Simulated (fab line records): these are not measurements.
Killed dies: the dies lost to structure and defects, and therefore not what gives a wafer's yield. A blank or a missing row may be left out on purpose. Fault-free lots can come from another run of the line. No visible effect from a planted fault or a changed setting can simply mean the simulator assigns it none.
Which of the tools did it? + flow sky130 + 6 lots, 18 wafers sampled, at 1 step of a route of 708

## WHAT THE GAUGES READ, wafer by wafer
SKY_CONTACT_RS_MEAS_25: the measuring method here is four-point-probe.
| lot  | measured     | on           | CONTACT_W_RS (ohm/sq) |
|------|--------------|--------------|-----------------------|
| L898 | day 33 04:25 | filmMetro-01 | 0.334 0.340 0.339     |
| L899 | day 33 12:48 | filmMetro-01 | 0.347 0.343 0.339     |
| L902 | day 34 00:20 | filmMetro-01 | 0.337 0.336 0.335     |
| L903 | day 34 11:55 | filmMetro-04 | 0.341 0.341 0.339     |
| L906 | day 35 11:40 | filmMetro-04 | 0.334 0.335 0.336     |
| L915 | day 37 22:18 | filmMetro-04 | 0.339 0.344 0.340     |

## WHAT TOOL EACH LOT RAN ON (gives the tool, then ch and the chambers of the sampled wafers, and finally the start)
The record holds no process step before these readings.

## THE ANSWER, worked out from the rows above alone
Rule: the usual values come from the lots themselves. Put in order of their means at a reading, lots are off if they are a third of the lots or fewer, leave a main group of 4 or more, and stand apart from it by a gap of 3 or more times the standard deviation of the main group's means; of several such gaps the widest counts. If all means in a main group match to the digits the tables above print for the reading, that group is not used. A lot without any number at a reading at which 4 lots or more have one is off too. All remaining lots with rows at the step are treated as sound.
None of the lots is off at any reading shown; this tells nothing.

## WHAT HAD BEEN PUT IN BY THE SIMULATOR
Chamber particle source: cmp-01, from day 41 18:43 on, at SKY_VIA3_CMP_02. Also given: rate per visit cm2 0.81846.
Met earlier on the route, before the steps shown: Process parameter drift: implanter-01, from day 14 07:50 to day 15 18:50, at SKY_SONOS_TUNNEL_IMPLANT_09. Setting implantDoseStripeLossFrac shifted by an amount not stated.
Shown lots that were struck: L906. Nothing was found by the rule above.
